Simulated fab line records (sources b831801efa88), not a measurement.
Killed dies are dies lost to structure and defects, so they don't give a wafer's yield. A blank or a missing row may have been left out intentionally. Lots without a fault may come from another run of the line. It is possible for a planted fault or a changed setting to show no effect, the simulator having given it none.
fab line records	flow sky130
record lots=12	wafers=36	lastDay=50
route steps=708 shown FIELD_ISO@23 PWDE@54 NWELL@67 PAD_OPEN@708
lots that met no fault: taken from a fault-free run of the same line
startH: start of the lot's first displayed wafer, in hours after the record's first day	waitH: how many hours have passed since the lot's step before this one	" repeats the value in the row above	L1.1+2: a single row standing in for several wafers	- no value, or no start was given	* or withheld: withheld	< > ~ a bound
route shown NAME@n: a module of which the file shows steps, and the number in the route of the first	usual: average and standard deviation across the fault-free wafers	same: alike in all rows	chamber/n: place in a boat	sites: each site's reading	_std_site: their standard deviation	_edge_site: inner sites' mean taken away from outer sites' mean	radiusMm: for every site, how far away it sits from the centre of the wafer	mask NAME#n: copy n	behind: tool/chamber where the wafer was last shaped	hold: cause of the lot's hold/its duration in hours/its outcome	device: transistor that didn't switch, given as n, p or np	end of line: at the end of the route, the tests of the same wafers	a step without rows: its recipe alone	killed: the dies lost at the first sort to structure and to defects; this is not the yield of the wafer	map: per-die view of a wafer (x killed, . not killed, _ where there is no die)
set.NAME: the setting as run; set.NAME@STEP: as run at that earlier step	model.NAME: the simulator's own value behind a step, which no gauge read
steps of the route over a sample of lots; a table a step, a row a wafer
services: from which hour (startH, from the record's first day; less than 0 if before it) a tool's chamber was out of use, for how many hours, and why
## steps
# step SKY_FIELD_ISO_OXIDATION_22
# recipe tempC=950	ambient=O2	stabiliseS=600	purgeS=300	targetThkA=100	oxTimeS=623
# usual oxTimeS=623/0	spikeTcBottomC=971.2/2	tube_center_temp_C_max=952.4/0.34
lot.wafer	tool	chamber	startH	waitH	oxTimeS	spikeTcBottomC	tube_center_temp_C_max
L379.1	furnace-02	0	33.98	0.0	623	973.3	952.5
L379.3	"	0	"	"	623	971.9	952.1
L379.6	"	0	"	"	623	972.8	952.4
L381.1	furnace-01	0	42.17	2.0	623	971.0	952.3
L381.3	"	0	"	"	623	971.6	952.7
L381.4	"	0	"	"	623	969.2	952.4
L382.1	furnace-02	0	49.47	0.0	623	972.9	952.0
L382.4	"	0	"	"	623	972.5	952.7
L382.5	"	0	"	"	623	972.7	952.5
L383.2	furnace-01	0	60.32	2.2	623	967.6	951.8
L383.3	"	0	"	"	623	969.4	952.4
L383.5	"	0	"	"	623	971.6	952.9
L384.3	furnace-01	0	60.32	1.9	623	971.4	951.9
L384.4	"	0	"	"	623	971.6	952.2
L384.6	"	0	"	"	623	971.5	951.9
L386.3	furnace-01	0	67.15	0.9	623	968.6	952.2
L386.4	"	0	"	"	623	970.3	952.5
L386.6	"	0	"	"	623	968.7	952.2
L389.1	furnace-01	0	82.88	0.3	623	968.6	951.9
L389.2	"	0	"	"	623	972.2	952.2
L389.5	"	0	"	"	623	968.3	952.6
L391.1	furnace-01	0	91.87	0.0	623	969.7	952.1
L391.2	"	0	"	"	623	969.4	952.6
L391.6	"	0	"	"	623	970.0	952.9
L396.1	furnace-02	0	117.89	0.9	186.9	973.2	952.1
L396.2	"	0	"	"	186.9	971.7	952.3
L396.4	"	0	"	"	186.9	973.5	952.3
L400.3	furnace-02	0	139.49	0.0	186.9	974.3	952.6
L400.5	"	0	"	"	186.9	971.8	952.4
L400.6	"	0	"	"	186.9	973.0	952.9
L401.1	furnace-01	0	146.43	1.0	623	970.0	952.5
L401.3	"	0	"	"	623	970.5	952.0
L401.4	"	0	"	"	623	969.4	952.3
L402.1	furnace-01	0	151.79	1.4	623	970.5	952.5
L402.3	"	0	"	"	623	968.2	952.2
L402.5	"	0	"	"	623	969.4	952.4
# step SKY_FIELD_ISO_THK_MEAS_23
# recipe reads=SiO2_of_FIELD_ISO_OXIDATION_22
# usual FIELD_ISO_OXIDATION_01_THK=9.99/0.21
lot.wafer	tool	chamber	startH	waitH	FIELD_ISO_OXIDATION_01_THK[nm]
L379.1	filmMetro-01	-	35.16	0.0	9.85
L379.3	"	-	"	"	9.96
L379.6	"	-	"	"	10.14
L381.1	filmMetro-04	-	43.34	0.0	9.95
L381.3	"	-	"	"	9.93
L381.4	"	-	"	"	9.79
L382.1	filmMetro-03	-	50.64	0.0	9.96
L382.4	"	-	"	"	9.92
L382.5	"	-	"	"	9.99
L383.2	filmMetro-01	-	61.50	0.0	10.08
L383.3	"	-	"	"	10.05
L383.5	"	-	"	"	10.06
L384.3	filmMetro-04	-	61.51	0.0	10.00
L384.4	"	-	"	"	9.92
L384.6	"	-	"	"	9.91
L386.3	filmMetro-04	-	68.34	0.0	10.04
L386.4	"	-	"	"	9.72
L386.6	"	-	"	"	9.73
L389.1	filmMetro-03	-	84.05	0.0	9.85
L389.2	"	-	"	"	9.76
L389.5	"	-	"	"	9.81
L391.1	filmMetro-01	-	93.05	0.0	10.06
L391.2	"	-	"	"	10.14
L391.6	"	-	"	"	10.02
L396.1	filmMetro-04	-	119.06	0.0	4.20
L396.2	"	-	"	"	4.06
L396.4	"	-	"	"	3.96
L400.3	filmMetro-03	-	140.68	0.0	4.33
L400.5	"	-	"	"	4.29
L400.6	"	-	"	"	4.35
L401.1	filmMetro-03	-	147.60	0.0	10.34
L401.3	"	-	"	"	10.27
L401.4	"	-	"	"	10.42
L402.1	filmMetro-04	-	152.96	0.0	10.49
L402.3	"	-	"	"	10.38
L402.5	"	-	"	"	10.58
# step SKY_PWDE_STRIP_09
# recipe chemistry=O2/N2	powerW=1400	pressureMtorr=1500	platenTempC=withheld	o2FlowSccm=3000	n2FlowSccm=300	overashFraction=0.5
# usual drypumpMotorCurrentA=5.8/0.58	o2FlowSccm=3001/9.3	oesProductAu=0.723/0.005	stripTimeToEndpointS=36.91/0.098
lot.wafer	tool	chamber	startH	waitH	drypumpMotorCurrentA	o2FlowSccm	oesProductAu	rfHoursCounterH	stripTimeToEndpointS
L379.1	plasmaAsher-02	0	71.66	0.1	5.6	3014	0.720	40	36.94
L379.3	"	1	"	"	5.3	3005	0.720	-	36.92
L379.6	"	1	"	"	5.3	3005	0.722	-	36.91
L381.1	plasmaAsher-01	0	81.95	0.1	6.5	2996	0.724	39	36.89
L381.3	"	0	"	"	6.5	2999	0.725	-	36.84
L381.4	"	1	"	"	6.0	3012	0.715	-	36.99
L382.1	plasmaAsher-01	0	86.42	0.1	6.5	3012	0.720	39	36.91
L382.4	"	0	"	"	6.5	3005	0.719	-	37.07
L382.5	"	0	"	"	6.5	2997	0.729	-	37.07
L384.3	plasmaAsher-01	0	105.56	0.1	6.5	3001	0.728	-	36.85
L384.4	"	1	"	"	6.1	3014	0.721	-	36.91
L384.6	"	1	"	"	6.1	3006	0.728	-	37.08
L383.2	plasmaAsher-04	1	106.31	0.1	4.9	2988	0.722	43	36.89
L383.3	"	1	"	"	4.9	2992	0.723	-	36.86
L383.5	"	1	"	"	4.9	2990	0.711	-	36.93
L386.3	plasmaAsher-04	0	107.66	0.1	6.0	3004	0.726	-	36.86
L386.4	"	1	"	"	4.9	3006	0.715	-	36.90
L386.6	"	0	"	"	6.0	2986	0.721	-	36.80
L389.1	plasmaAsher-04	0	125.02	0.1	6.0	2989	0.727	45	36.84
L389.2	"	1	"	"	4.9	3001	0.722	45	36.89
L389.5	"	1	"	"	4.9	2995	0.718	-	36.73
L391.1	plasmaAsher-04	0	137.11	0.1	6.0	3028	0.719	47	37.05
L391.2	"	1	"	"	4.9	2988	0.717	47	37.05
L391.6	"	1	"	"	4.9	2997	0.729	-	36.98
L396.1	plasmaAsher-01	0	163.77	0.1	6.5	2988	0.718	46	36.75
L396.2	"	1	"	"	6.0	3006	0.723	46	36.67
L396.4	"	0	"	"	6.5	2998	0.729	-	36.86
L400.3	plasmaAsher-04	1	185.49	0.1	4.9	3002	0.718	-	37.03
L400.5	"	1	"	"	4.9	2995	0.723	-	36.86
L400.6	"	0	"	"	6.0	3007	0.725	-	36.89
L401.1	plasmaAsher-04	0	194.57	0.1	6.0	2987	0.718	52	36.79
L401.3	"	0	"	"	6.0	3003	0.720	-	36.90
L401.4	"	1	"	"	4.9	3024	0.726	-	36.87
L402.1	plasmaAsher-01	1	200.76	0.1	6.1	3003	0.720	49	37.03
L402.3	"	0	"	"	6.5	3011	0.724	-	36.96
L402.5	"	0	"	"	6.5	3013	0.723	-	37.00
# step SKY_PWDE_TW_MEAS_10
# usual PWDE_TW=373.9/2.2
lot.wafer	tool	chamber	startH	waitH	PWDE_TW
L379.1	filmMetro-04	-	71.76	0.1	375.0
L379.3	"	-	"	"	374.4
L379.6	"	-	"	"	373.8
L381.1	filmMetro-04	-	82.05	0.1	376.7
L381.3	"	-	"	"	373.6
L381.4	"	-	"	"	374.0
L382.1	filmMetro-02	-	86.52	0.1	373.5
L382.4	"	-	"	"	374.2
L382.5	"	-	"	"	375.7
L384.3	filmMetro-02	-	105.64	0.1	376.2
L384.4	"	-	"	"	372.7
L384.6	"	-	"	"	374.7
L383.2	filmMetro-04	-	106.42	0.1	372.1
L383.3	"	-	"	"	371.2
L383.5	"	-	"	"	371.5
L386.3	filmMetro-03	-	107.74	0.1	371.6
L386.4	"	-	"	"	373.4
L386.6	"	-	"	"	373.8
L389.1	filmMetro-02	-	125.12	0.1	371.9
L389.2	"	-	"	"	375.1
L389.5	"	-	"	"	374.4
L391.1	filmMetro-03	-	137.21	0.1	375.8
L391.2	"	-	"	"	374.5
L391.6	"	-	"	"	374.6
L396.1	filmMetro-04	-	163.87	0.1	372.7
L396.2	"	-	"	"	374.6
L396.4	"	-	"	"	373.1
L400.3	filmMetro-02	-	185.58	0.1	372.1
L400.5	"	-	"	"	374.4
L400.6	"	-	"	"	378.3
L401.1	filmMetro-02	-	194.67	0.1	375.4
L401.3	"	-	"	"	376.9
L401.4	"	-	"	"	379.0
L402.1	filmMetro-02	-	200.86	0.1	374.0
L402.3	"	-	"	"	379.7
L402.5	"	-	"	"	376.5
# step SKY_NWELL_STRIP_14
# recipe chemistry=O2/N2	powerW=1400	pressureMtorr=1500	platenTempC=withheld	o2FlowSccm=3000	n2FlowSccm=300	overashFraction=0.5
# usual drypumpMotorCurrentA=5.6/0.61	o2FlowSccm=3000/9.6	oesProductAu=0.722/0.0045	stripTimeToEndpointS=36.91/0.097
lot.wafer	tool	chamber	startH	waitH	drypumpMotorCurrentA	o2FlowSccm	oesProductAu	rfHoursCounterH	stripTimeToEndpointS
L379.1	plasmaAsher-03	1	89.50	0.1	5.9	3005	0.724	26	36.82
L379.3	"	1	"	"	5.9	3003	0.729	-	36.89
L379.6	"	0	"	"	4.9	3016	0.734	-	36.80
L381.1	plasmaAsher-04	1	100.12	0.1	4.9	3017	0.722	42	36.67
L381.3	"	1	"	"	4.9	2997	0.717	-	36.75
L381.4	"	0	"	"	6.0	3004	0.720	-	36.82
L382.1	plasmaAsher-03	0	104.74	0.1	4.9	3011	0.717	27	36.86
L382.4	"	1	"	"	5.9	3020	0.721	-	36.76
L382.5	"	0	"	"	4.9	2998	0.722	-	36.77
L384.3	plasmaAsher-01	1	124.32	0.1	6.1	3000	0.733	-	36.93
L384.4	"	0	"	"	6.5	2982	0.722	-	36.91
L384.6	"	1	"	"	6.1	2992	0.724	-	36.92
L383.2	plasmaAsher-01	0	125.00	0.1	6.5	2992	0.720	43	36.85
L383.3	"	1	"	"	6.1	2984	0.723	-	36.88
L383.5	"	1	"	"	6.1	2998	0.724	-	36.89
L386.3	plasmaAsher-03	0	126.31	0.1	4.9	2992	0.720	-	36.99
L386.4	"	1	"	"	5.9	3007	0.721	-	36.97
L386.6	"	1	"	"	5.9	2988	0.719	-	36.89
L389.1	plasmaAsher-04	1	144.90	0.1	4.9	2996	0.720	47	36.90
L389.2	"	0	"	"	6.0	2988	0.725	47	36.87
L389.5	"	1	"	"	4.9	2994	0.727	-	36.98
L391.1	plasmaAsher-03	1	157.70	0.1	5.9	2982	0.721	33	37.07
L391.2	"	0	"	"	4.9	3019	0.711	33	37.05
L391.6	"	0	"	"	4.9	3013	0.717	-	37.11
L396.1	plasmaAsher-03	0	184.55	0.1	4.9	2988	0.718	36	36.95
L396.2	"	1	"	"	5.9	2987	0.718	36	37.06
L396.4	"	0	"	"	4.9	2998	0.723	-	36.99
L400.3	plasmaAsher-03	1	208.03	0.1	5.9	3006	0.719	-	36.94
L400.5	"	0	"	"	4.9	2991	0.722	-	36.89
L400.6	"	1	"	"	5.9	3011	0.714	-	37.06
L401.1	plasmaAsher-01	0	216.87	0.1	6.5	2982	0.726	51	36.99
L401.3	"	0	"	"	6.5	2994	0.717	-	36.94
L401.4	"	1	"	"	6.1	2997	0.723	-	36.92
L402.1	plasmaAsher-03	0	223.09	0.1	4.9	2993	0.722	40	36.91
L402.3	"	1	"	"	5.9	2975	0.719	-	36.97
L402.5	"	1	"	"	5.9	2980	0.722	-	36.95
# step SKY_PAD_OPEN_PROBE_99
# usual killed_at_M0_to_M3=44/6.8	killed_at_M4_up=3.1/1.9	killedAtContacts=25/5.9	killedAtFrontEnd=15/4.3	killedAtOther=0.2/0.51	killedDies=87/11	killedOpen=47/7.9	killedShort=39/6.4
# same grossDies=492	killedAtBackSide=0
lot.wafer	tool	chamber	startH	waitH	killed_at_M0_to_M3	killed_at_M4_up	killedAtContacts	killedAtFrontEnd	killedAtOther	killedDies	killedOpen	killedShort
L379.1	prober-02	-	1081.33	0.1	52	1	19	24	0	96	47	49
L379.3	prober-02	-	1081.43	0.2	37	5	28	20	0	90	51	39
L379.6	prober-02	-	1081.58	0.2	50	2	21	13	3	89	50	39
L381.1	prober-01	-	1095.42	0.1	45	2	22	15	0	84	45	39
L381.3	prober-01	-	1095.52	0.2	53	3	34	10	2	102	57	45
L381.4	prober-01	-	1095.57	0.2	47	1	13	12	0	73	43	30
L382.1	prober-02	-	1096.65	0.1	68	2	29	16	0	115	67	48
L382.4	prober-02	-	1096.80	0.2	35	7	17	15	0	74	33	41
L382.5	prober-02	-	1096.85	0.2	38	4	26	15	0	83	47	36
L383.2	prober-01	-	1117.65	0.1	35	0	31	22	0	88	44	44
L383.3	prober-01	-	1117.70	0.2	33	4	21	27	0	85	46	39
L383.5	prober-01	-	1117.80	0.2	33	1	25	23	1	83	43	40
L386.3	prober-02	-	1120.44	0.2	38	2	33	15	0	88	48	40
L386.4	prober-02	-	1120.49	0.2	40	2	30	13	1	86	39	47
L386.6	prober-02	-	1120.59	0.2	40	2	24	17	0	83	48	35
L384.3	prober-01	-	1121.37	0.2	52	3	29	14	0	98	51	47
L384.4	prober-01	-	1121.42	0.2	38	3	28	17	0	86	53	33
L384.6	prober-01	-	1121.52	0.2	40	5	22	11	0	78	44	34
L389.1	prober-01	-	1134.53	0.1	46	2	33	24	0	105	51	54
L389.2	prober-01	-	1134.58	0.1	38	4	15	14	0	71	45	26
L389.5	prober-01	-	1134.73	0.2	39	0	17	14	1	71	38	33
L391.1	prober-01	-	1145.04	0.1	38	2	27	11	0	78	43	35
L391.2	prober-01	-	1145.09	0.1	30	6	12	9	0	57	26	31
L391.6	prober-01	-	1145.29	0.2	46	5	30	11	1	93	47	46
L396.1	prober-02	-	1166.08	0.1	55	4	21	23	0	103	61	42
L396.2	prober-02	-	1166.13	0.1	39	4	21	13	0	77	38	39
L396.4	prober-02	-	1166.23	0.2	40	4	23	15	0	82	55	27
L400.3	prober-02	-	1187.87	0.2	46	3	34	21	0	104	62	42
L400.5	prober-02	-	1187.97	0.2	48	4	22	13	0	87	48	39
L400.6	prober-02	-	1188.02	0.2	48	3	25	18	0	94	46	48
L401.1	prober-01	-	1196.48	0.1	39	4	22	17	0	82	39	43
L401.3	prober-01	-	1196.58	0.2	44	7	19	20	0	90	51	39
L401.4	prober-01	-	1196.63	0.2	40	0	23	13	0	76	40	36
L402.1	prober-02	-	1200.54	0.1	61	3	35	13	0	112	67	45
L402.3	prober-02	-	1200.64	0.2	52	1	23	18	0	94	56	38
L402.5	prober-02	-	1200.74	0.2	49	4	19	14	0	86	48	38
# killed by level:class
L379.1 VIA1:geometricParticle:open=12 FIELD_ISO:geometricParticle:short=9 METAL1:geometricParticle:short=9 CONTACT:geometricParticle:open=8 VIA2:geometricParticle:open=8 FIELD_ISO:geometricParticle:open=7 LI_CONTACT:geometricParticle:open=6 VIA1:geometricParticle:short=6
L379.3 CONTACT:geometricParticle:open=9 VIA1:geometricParticle:open=8 LI_CONTACT:geometricParticle:open=7 FIELD_ISO:geometricParticle:short=5 POLY_GATE:geometricParticle:open=5 LI_CONTACT:geometricParticle:short=5 VIA2:geometricParticle:open=5 METAL1:geometricParticle:short=5
L379.6 VIA1:geometricParticle:open=15 CONTACT:geometricParticle:open=9 METAL1:geometricParticle:short=7 VIA1:geometricParticle:short=7 FIELD_ISO:geometricParticle:short=6 VIA2:geometricParticle:open=6 LI_CONTACT:geometricParticle:open=6 VIA3:geometricParticle:open=5
L381.1 VIA1:geometricParticle:open=18 LI_CONTACT:geometricParticle:open=7 POLY_GATE:geometricParticle:short=6 CONTACT:geometricParticle:open=5 METAL1:geometricParticle:short=5 METAL2:geometricParticle:short=5 LI_CONTACT:geometricParticle:short=4 VIA2:geometricParticle:open=4
L381.3 CONTACT:geometricParticle:open=15 VIA3:geometricParticle:open=14 VIA1:geometricParticle:open=11 CONTACT:geometricParticle:short=6 METAL1:geometricParticle:short=6 VIA3:geometricParticle:short=6 LI_CONTACT:geometricParticle:short=5 LI_CONTACT:geometricParticle:open=4
L381.4 VIA3:geometricParticle:open=15 VIA1:geometricParticle:open=10 FIELD_ISO:geometricParticle:short=7 METAL2:geometricParticle:short=5 VIA2:geometricParticle:open=5 LI_CONTACT:geometricParticle:short=4 CONTACT:geometricParticle:open=4 METAL1:geometricParticle:short=4
L382.1 VIA1:geometricParticle:open=15 CONTACT:geometricParticle:open=14 VIA3:geometricParticle:open=12 CONTACT:geometricParticle:short=9 METAL2:geometricParticle:short=9 METAL1:geometricParticle:short=7 VIA2:geometricParticle:open=7 FIELD_ISO:geometricParticle:open=5
L382.4 VIA1:geometricParticle:open=9 FIELD_ISO:geometricParticle:short=6 CONTACT:geometricParticle:open=6 METAL1:geometricParticle:short=6 METAL2:geometricParticle:short=5 VIA3:geometricParticle:open=5 LOCAL_INTERCONNECT:geometricParticle:short=4 POLY_GATE:geometricParticle:short=3
L382.5 VIA1:geometricParticle:open=10 CONTACT:geometricParticle:open=8 VIA2:geometricParticle:open=8 LI_CONTACT:geometricParticle:open=5 POLY_GATE:geometricParticle:short=4 LI_CONTACT:geometricParticle:short=4 LOCAL_INTERCONNECT:geometricParticle:short=4 CONTACT:geometricParticle:short=4
L383.2 LI_CONTACT:geometricParticle:open=11 CONTACT:geometricParticle:short=9 VIA3:geometricParticle:open=7 FIELD_ISO:geometricParticle:short=6 VIA1:geometricParticle:open=6 CONTACT:geometricParticle:open=6 METAL2:geometricParticle:short=6 POLY_GATE:geometricParticle:open=5
L383.3 POLY_GATE:geometricParticle:open=9 LOCAL_INTERCONNECT:geometricParticle:short=7 CONTACT:geometricParticle:open=6 VIA1:geometricParticle:open=6 VIA2:geometricParticle:open=6 FIELD_ISO:geometricParticle:short=5 FIELD_ISO:geometricParticle:open=5 POLY_GATE:geometricParticle:short=4
L383.5 LI_CONTACT:geometricParticle:open=12 FIELD_ISO:geometricParticle:short=8 POLY_GATE:geometricParticle:open=6 VIA1:geometricParticle:short=6 CONTACT:geometricParticle:open=6 CONTACT:geometricParticle:short=5 VIA1:geometricParticle:open=5 METAL2:geometricParticle:short=5
L386.3 CONTACT:geometricParticle:open=11 VIA1:geometricParticle:open=10 LOCAL_INTERCONNECT:geometricParticle:short=9 LI_CONTACT:geometricParticle:open=8 FIELD_ISO:geometricParticle:open=5 CONTACT:geometricParticle:short=5 METAL1:geometricParticle:short=5 VIA1:geometricParticle:short=5
L386.4 VIA1:geometricParticle:open=13 LI_CONTACT:geometricParticle:open=8 CONTACT:geometricParticle:short=6 FIELD_ISO:geometricParticle:short=5 VIA2:geometricParticle:short=5 LI_CONTACT:geometricParticle:short=5 LOCAL_INTERCONNECT:geometricParticle:short=5 METAL2:geometricParticle:short=4
L386.6 CONTACT:geometricParticle:open=12 FIELD_ISO:geometricParticle:open=7 LI_CONTACT:geometricParticle:open=6 METAL1:geometricParticle:short=6 VIA1:geometricParticle:open=6 VIA3:geometricParticle:open=6 METAL2:geometricParticle:short=5 VIA2:geometricParticle:open=5
L384.3 CONTACT:geometricParticle:open=12 VIA1:geometricParticle:open=12 VIA2:geometricParticle:open=9 VIA1:geometricParticle:short=8 METAL1:geometricParticle:short=6 CONTACT:geometricParticle:short=5 METAL2:geometricParticle:short=5 VIA3:geometricParticle:short=5
L384.4 CONTACT:geometricParticle:open=11 VIA1:geometricParticle:open=11 LI_CONTACT:geometricParticle:open=8 METAL2:geometricParticle:short=7 VIA3:geometricParticle:open=7 FIELD_ISO:geometricParticle:short=6 CONTACT:geometricParticle:short=5 VIA2:geometricParticle:open=4
L384.6 CONTACT:geometricParticle:open=13 VIA1:geometricParticle:open=8 METAL1:geometricParticle:short=6 POLY_GATE:geometricParticle:open=6 VIA3:geometricParticle:short=6 VIA2:geometricParticle:open=4 VIA3:geometricParticle:open=4 VIA1:geometricParticle:short=4
L389.1 CONTACT:geometricParticle:short=10 VIA1:geometricParticle:open=10 CONTACT:geometricParticle:open=9 METAL2:geometricParticle:short=9 VIA3:geometricParticle:open=8 FIELD_ISO:geometricParticle:short=7 VIA1:geometricParticle:short=6 LI_CONTACT:geometricParticle:open=5
L389.2 VIA1:geometricParticle:open=13 CONTACT:geometricParticle:open=10 FIELD_ISO:geometricParticle:short=6 VIA1:geometricParticle:short=5 VIA2:geometricParticle:short=4 VIA3:geometricParticle:open=4 POLY_GATE:geometricParticle:open=3 LI_CONTACT:geometricParticle:open=3
L389.5 VIA1:geometricParticle:open=13 METAL2:geometricParticle:short=6 FIELD_ISO:geometricParticle:open=5 LOCAL_INTERCONNECT:geometricParticle:short=5 CONTACT:geometricParticle:short=5 VIA2:geometricParticle:open=5 POLY_GATE:geometricParticle:open=4 LI_CONTACT:geometricParticle:open=4
L391.1 LI_CONTACT:geometricParticle:open=15 VIA3:geometricParticle:open=8 VIA2:geometricParticle:open=5 METAL1:geometricParticle:short=5 CONTACT:geometricParticle:open=5 METAL2:geometricParticle:short=4 METAL3:geometricParticle:short=4 POLY_GATE:geometricParticle:short=3
L391.2 VIA1:geometricParticle:open=6 VIA2:geometricParticle:short=6 VIA2:geometricParticle:open=5 LI_CONTACT:geometricParticle:open=5 METAL4:geometricParticle:short=4 FIELD_ISO:geometricParticle:short=3 SPACER:geometricParticle:short=3 LOCAL_INTERCONNECT:geometricParticle:short=3
L391.6 CONTACT:geometricParticle:open=8 VIA3:geometricParticle:open=8 LI_CONTACT:geometricParticle:open=7 VIA1:geometricParticle:open=7 CONTACT:geometricParticle:short=6 METAL1:geometricParticle:short=6 LI_CONTACT:geometricParticle:short=5 VIA2:geometricParticle:open=5
L396.1 VIA1:geometricParticle:open=16 VIA2:geometricParticle:open=13 POLY_GATE:geometricParticle:open=10 VIA1:geometricParticle:short=9 CONTACT:geometricParticle:open=6 FIELD_ISO:geometricParticle:short=5 LI_CONTACT:geometricParticle:open=5 POLY_GATE:geometricParticle:short=4
L396.2 VIA1:geometricParticle:open=12 CONTACT:geometricParticle:open=6 METAL2:geometricParticle:short=6 CONTACT:geometricParticle:short=5 VIA3:geometricParticle:open=5 VIA1:geometricParticle:short=5 POLY_GATE:geometricParticle:short=4 POLY_GATE:geometricParticle:open=4
L396.4 VIA1:geometricParticle:open=14 LI_CONTACT:geometricParticle:open=9 VIA3:geometricParticle:open=7 CONTACT:geometricParticle:open=7 VIA2:geometricParticle:open=5 FIELD_ISO:geometricParticle:open=4 METAL2:geometricParticle:short=4 LOCAL_INTERCONNECT:geometricParticle:short=3
L400.3 CONTACT:geometricParticle:open=14 VIA1:geometricParticle:open=13 LI_CONTACT:geometricParticle:open=8 FIELD_ISO:geometricParticle:short=7 CONTACT:geometricParticle:short=6 VIA1:geometricParticle:short=6 VIA3:geometricParticle:open=6 METAL1:geometricParticle:short=5
L400.5 VIA1:geometricParticle:open=14 LI_CONTACT:geometricParticle:open=9 VIA2:geometricParticle:open=8 VIA1:geometricParticle:short=6 CONTACT:geometricParticle:open=6 FIELD_ISO:geometricParticle:short=4 METAL3:geometricParticle:short=4 CONTACT:geometricParticle:short=4
L400.6 LI_CONTACT:geometricParticle:open=10 METAL2:geometricParticle:short=9 POLY_GATE:geometricParticle:short=7 VIA1:geometricParticle:open=6 CONTACT:geometricParticle:open=6 METAL2:geometricParticle:open=6 FIELD_ISO:geometricParticle:open=5 VIA2:geometricParticle:open=5
L401.1 CONTACT:geometricParticle:open=11 FIELD_ISO:geometricParticle:short=5 VIA2:geometricParticle:open=5 POLY_GATE:geometricParticle:short=5 METAL1:geometricParticle:short=5 VIA1:geometricParticle:open=5 VIA1:geometricParticle:short=4 LI_CONTACT:geometricParticle:open=4
L401.3 VIA1:geometricParticle:open=11 VIA1:geometricParticle:short=8 FIELD_ISO:geometricParticle:open=6 VIA3:geometricParticle:open=6 POLY_GATE:geometricParticle:open=5 LI_CONTACT:geometricParticle:open=5 CONTACT:geometricParticle:short=5 POLY_GATE:geometricParticle:short=4
L401.4 CONTACT:geometricParticle:open=10 METAL2:geometricParticle:short=8 VIA3:geometricParticle:open=7 METAL1:geometricParticle:short=6 VIA3:geometricParticle:short=6 VIA1:geometricParticle:open=5 VIA2:geometricParticle:open=4 LI_CONTACT:geometricParticle:open=4
L402.1 CONTACT:geometricParticle:open=13 VIA2:geometricParticle:open=12 METAL1:geometricParticle:short=10 VIA1:geometricParticle:open=10 VIA3:geometricParticle:open=10 CONTACT:geometricParticle:short=9 VIA1:geometricParticle:short=7 POLY_GATE:geometricParticle:open=6
L402.3 VIA1:geometricParticle:open=16 VIA2:geometricParticle:open=10 LI_CONTACT:geometricParticle:open=9 VIA1:geometricParticle:short=8 METAL2:geometricParticle:short=7 FIELD_ISO:geometricParticle:open=6 CONTACT:geometricParticle:open=6 POLY_GATE:geometricParticle:short=4
L402.5 VIA2:geometricParticle:open=12 CONTACT:geometricParticle:open=9 VIA1:geometricParticle:short=7 VIA3:geometricParticle:open=6 FIELD_ISO:geometricParticle:short=5 METAL1:geometricParticle:short=5 VIA1:geometricParticle:open=5 FIELD_ISO:geometricParticle:open=4
## services
tool	chamber	startH	hours	kind
furnace-02	-	27.69	3.1	pm
plasmaAsher-02	-	52.33	0.4	repair
furnace-02	-	56.63	4.1	pm
plasmaAsher-04	-	104.88	1.1	repair
plasmaAsher-02	-	108.75	9.0	pm
plasmaAsher-02	0	108.75	9.0	ventCycle
plasmaAsher-02	1	108.75	9.0	ventCycle
furnace-01	-	113.13	3.1	pm
plasmaAsher-02	0	117.75	-	clean
plasmaAsher-02	1	117.75	-	clean
plasmaAsher-02	-	135.51	2.7	repair
plasmaAsher-01	-	136.25	10.4	repair
furnace-02	-	194.99	3.8	pm
plasmaAsher-04	-	200.80	1.1	repair
plasmaAsher-02	-	217.26	1.2	repair
## key
firstSign step=SKY_FIELD_ISO_OXIDATION_22	reading=oxTimeS	direction=down	sigmas=99+	usual=*	struck=*
effect step=SKY_FIELD_ISO_THK_MEAS_23	reading=FIELD_ISO_OXIDATION_01_THK	direction=down	sigmas=28	usual=9.99	struck=4.20
metAt SKY_FIELD_ISO_OXIDATION_22
struckLots L396,L400
testerLeftOut L396,L400
notActingAt SKY_PWDE_STRIP_09,SKY_PWDE_TW_MEAS_10,SKY_NWELL_STRIP_14
onsetBetween 49.47 117.89
fault kind=processParameterDrift	tool=furnace-02	chamber=-	onsetH=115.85	steps=SKY_FIELD_ISO_OXIDATION_22	channel=oxTimeS	offset=*	shape=step	endH=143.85	actsIn=*	stated=*
# testerLeftOut: of these lots the tester's yield and bins aren't shown, on N5 and GAA mostly nor the transistor test; their killed dies are dies lost to structure and defects alone, not to doping, threshold or leakage, so they don't give the yield
